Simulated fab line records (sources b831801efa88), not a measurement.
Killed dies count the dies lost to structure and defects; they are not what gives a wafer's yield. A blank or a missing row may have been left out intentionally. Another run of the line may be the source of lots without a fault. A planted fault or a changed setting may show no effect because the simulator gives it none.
Chamber matching | flow sky130 | SKY_LI_CONTACT_ETCH_15 on rie_diel-02: 4 sister chambers
The step etches PSG in C4F8/O2/Ar, stops on Si, target depth 600 nm. 8 wafers are shown with their chamber, then 12 later ones without.

## WAFERS, EACH WITH ITS CHAMBER
wafer  | chamber | oes_product_au (a.u.)
L082.5 | 2       | 0.844
L084.2 | 1       | 0.831
L084.3 | 2       | 0.831
L084.5 | 3       | 0.833
L084.6 | 0       | 0.832
L087.3 | 3       | 0.830
L087.4 | 0       | 0.834
L087.6 | 1       | 0.833

## WAFERS WITH NO CHAMBER GIVEN
wafer  | oes_product_au (a.u.)
L088.2 | 0.834
L088.3 | 0.825
L088.5 | 0.833
L090.1 | 0.835
L090.2 | 0.828
L090.3 | 0.834
L090.4 | 0.836
L090.5 | 0.839
L090.6 | 0.831
L095.2 | 0.836
L095.3 | 0.833
L095.4 | 0.834

## CHAMBER TAKEN BY EACH
wafer  | from the rows above               | in truth
L088.2 | can't be placed: 0 or 1 or 3 or 2 | 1
L088.3 | can't be placed: 3 or 1 or 0 or 2 | 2
L088.5 | can't be placed: 0 or 1 or 3 or 2 | 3
L090.1 | can't be placed: 0 or 2 or 1 or 3 | 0
L090.2 | can't be placed: 3 or 1 or 0 or 2 | 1
L090.3 | can't be placed: 0 or 1 or 3 or 2 | 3
L090.4 | can't be placed: 2 or 0 or 1 or 3 | 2
L090.5 | can't be placed: 2 or 0 or 1 or 3 | 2
L090.6 | can't be placed: 3 or 1 or 0 or 2 | 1
L095.2 | can't be placed: 2 or 0 or 1 or 3 | 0
L095.3 | can't be placed: 0 or 1 or 3 or 2 | 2
L095.4 | can't be placed: 0 or 1 or 3 or 2 | 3
Correctly placed: 0 of 12. These rows do not allow placing 12 (true chamber among the candidates in 12). Wrongly placed: 0.
How it was worked out, from the rows above alone: a wafer's distance from a chamber is the root of the sum, over the readings, of the square of ((its reading less the chamber's mean) divided by the reading's scatter). The wafer belongs to the nearest chamber; if the next one is less than 2 further off, it can't be placed. The mean given for a chamber averages the wafers shown for that chamber. How the scatter is found: for the shown wafers, subtract from each reading the mean of its chamber, square and add these, divide the total by (wafers less chambers), then take the root.
